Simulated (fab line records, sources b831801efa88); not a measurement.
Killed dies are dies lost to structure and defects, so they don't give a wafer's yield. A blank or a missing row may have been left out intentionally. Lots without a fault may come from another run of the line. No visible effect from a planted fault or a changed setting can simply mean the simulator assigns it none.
Matching of chambers | flow gf180mcu | GF_CONTACT_CMP_27 on cmp-02: 4 sister chambers
The step polishes, stops on SiO2, t overpolish 15 s, target thk 0 nm. 8 wafers are shown with their chamber, then 8 later ones without.

## WAFERS, EACH WITH ITS CHAMBER
wafer  | chamber | motor_current_A (A) | time_to_endpoint_s (s)
L275.1 | 3       | 11.9                | 76
L276.4 | 3       | 11.8                | 73
L282.1 | 1       | 11.2                | 82
L282.2 | 2       | 9.6                 | 74
L283.2 | 0       | 8.1                 | 78
L283.3 | 2       | 9.3                 | 69
L283.5 | 0       | 7.8                 | 77
L284.4 | 1       | 12.1                | 75

## WAFERS WITH NO CHAMBER GIVEN
wafer  | motor_current_A (A) | time_to_endpoint_s (s)
L284.5 | 7.7                 | 77
L284.6 | 12.0                | 75
L287.3 | 12.0                | 79
L287.5 | 11.7                | 77
L287.6 | 7.9                 | 74
L289.3 | 11.5                | 74
L289.5 | 9.5                 | 72
L289.6 | 11.6                | 73

## WHICH CHAMBER EACH ONE RAN IN
wafer  | from the rows above     | in truth
L284.5 | 0                       | 0
L284.6 | can't be placed: 3 or 1 | 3
L287.3 | can't be placed: 1 or 3 | 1
L287.5 | can't be placed: 1 or 3 | 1
L287.6 | 0                       | 0
L289.3 | can't be placed: 3 or 1 | 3
L289.5 | 2                       | 2
L289.6 | can't be placed: 3 or 1 | 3
Placed correctly: 3 of 8. Can't be placed from these rows: 5 (the true chamber is among the candidates in 5). Placed wrongly: 0.
How it was worked out, from the rows above alone: a wafer's distance from a chamber is the root of the sum, over the readings, of the square of ((its reading less the chamber's mean) divided by the reading's scatter). The wafer belongs to the nearest chamber; if the next one is less than 2 further off, it can't be placed. Each chamber's mean is taken over the wafers shown for it. The scatter is the square root of a quotient: the sum, over the shown wafers, of each reading's squared deviation from its chamber's mean, divided by wafers minus chambers.
